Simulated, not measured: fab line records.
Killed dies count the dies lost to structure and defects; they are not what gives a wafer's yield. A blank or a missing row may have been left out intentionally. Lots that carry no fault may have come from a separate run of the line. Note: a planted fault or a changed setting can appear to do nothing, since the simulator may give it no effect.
Code-filled problem report in 8D (eight disciplines) form	flow sky130	the parts of the form that need people (team, actions taken, sign-off) are left out

== 1. THE PROBLEM ==
run-length-s at SKY_FIELD_ISO_WET_ETCH_30 reads a mean of 53.2 s on 6 wafers of 2 lots; wafers without a fault read 78.8 s with a standard deviation of 2.9. Relative to the usual mean, that is a shift of -8.8 standard deviations.
The step: etches SiO2 in dHF, target depth 25 nm, time 50 s.
The first sign was on wafer L500.1 at day 6 23:22, on wet-bench-01. Wafers with a number at this step in the record: 39, from 13 lots. Rule for "out", or "out of limits": more than 4 standard deviations from the usual mean. Any other wafer with a number is counted as sound.

== 2. WHAT IT IS, WHAT IT ISN'T ==
question	is	is not
which readings at this step	run-length-s	-
which lots	L500, L502	L480, L481, L482, L484, L488, L489, L491, L492, L495, L497, L501
which wafers of those lots	all that have a number	-
read on which tools	wet-bench-01	wet-bench-02, wet-bench-04
when	from day 6 23:22	up to then (30 sound wafers); but 3 sound wafers of L501 came after

== 3. SUSPECTS, AND WHAT RULES EACH OUT ==
Counting: a tool at a process step up to the reading stays a suspect if it ran every lot that is out and no sound lot after the first of them.
- wet-bench-01 at SKY_FIELD_ISO_WET_ETCH_30 (etches SiO2 in dHF, target depth 25 nm, time 50 s): kept. It ran every lot that is out, first L500 (day 6 23:22), and no sound lot after that; its last sound lot up to then is L491 (day 5 00:05). Its own readings are out on those wafers: run-length-s.
Remaining after the count: wet-bench-01 at SKY_FIELD_ISO_WET_ETCH_30.

== 4. THE CAUSE (what the simulator had put in) ==
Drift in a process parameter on wet-bench-01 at SKY_FIELD_ISO_WET_ETCH_30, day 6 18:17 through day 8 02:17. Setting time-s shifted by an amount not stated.
This tool alone remained once counting was done.

== 5. SEQUENCE OF EFFECTS, ordered by route ==
Rows list readings where the struck wafers' mean (over those with a number) sits beyond 3 standard deviations from the usual. Scope: only readings with a usual standard deviation given in the record; hours: median across lots of the time from each lot's start at the first step in this table that gives one to its start at this step; sigmas: change in usual standard deviations.
hours	step	reading	usual	on struck wafers	change	sigmas
0	SKY_FIELD_ISO_WET_ETCH_30	run-length-s	78.8 s	53.2	-25.6	-8.8
It contains these process steps:
- SKY_FIELD_ISO_WET_ETCH_30: etches SiO2 in dHF, target depth 25 nm, time 50 s.
Later measuring or inspecting steps at which every struck wafer that the step has a row for has a number for every such reading, and none has moved that far: SKY_SD_P_OVL_MEAS_08.

== 6. HOW IT WOULD HAVE BEEN CAUGHT EARLIER ==
The fault began at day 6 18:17; the first out-of-limits reading in this record came at day 6 23:22, 5 hours later.
